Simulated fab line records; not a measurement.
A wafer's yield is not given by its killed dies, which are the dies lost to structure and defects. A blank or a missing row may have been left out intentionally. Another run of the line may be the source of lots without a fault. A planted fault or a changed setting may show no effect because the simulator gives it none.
Chamber matching ; flow sfq line ; SFQ_TRILAYER_I4_CMP_CMP_100 on cmp-01: 4 sister chambers
The step polishes SiO2. 4 wafers are shown with their chamber, then 11 later ones without.

EACH WAFER AND ITS CHAMBER
wafer;chamber;motor current A (A)
L459.6;3;10.2
L460.4;1;11.3
L460.6;2;9.6
L462.3;0;10.3

WAFERS WHOSE CHAMBER IS MISSING
wafer;motor current A (A)
L462.4;11.2
L462.6;10.0
L463.3;8.9
L463.4;11.4
L463.6;10.0
L464.2;10.2
L464.3;10.5
L464.4;11.1
L466.1;11.3
L466.3;9.0
L466.6;10.4

WHICH CHAMBER EACH WENT THROUGH
wafer;from the rows above;in truth
L462.4;1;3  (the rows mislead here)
L462.6;can't be placed: 3 or 0 or 2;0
L463.3;can't be placed: 2 or 3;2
L463.4;1;1
L463.6;can't be placed: 3 or 0 or 2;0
L464.2;can't be placed: 3 or 0 or 2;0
L464.3;can't be placed: 0 or 3 or 1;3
L464.4;can't be placed: 1 or 0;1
L466.1;1;1
L466.3;can't be placed: 2 or 3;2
L466.6;can't be placed: 0 or 3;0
Placed correctly: 2 of 11. These rows do not allow placing 8 (true chamber among the candidates in 8). Placed wrongly: 1.
How it was worked out, from the rows above alone: a wafer's distance from a chamber is the root of the sum, over the readings, of the square of ((its reading less the chamber's mean) divided by the reading's scatter). If the next closest chamber is less than 2 further off than the closest, the wafer can't be placed; otherwise it belongs to the closest. The mean given for a chamber averages the wafers shown for that chamber. The scatter: with one shown wafer a chamber, the root of the mean of the squares of how far each hidden wafer lies from its nearest shown one.
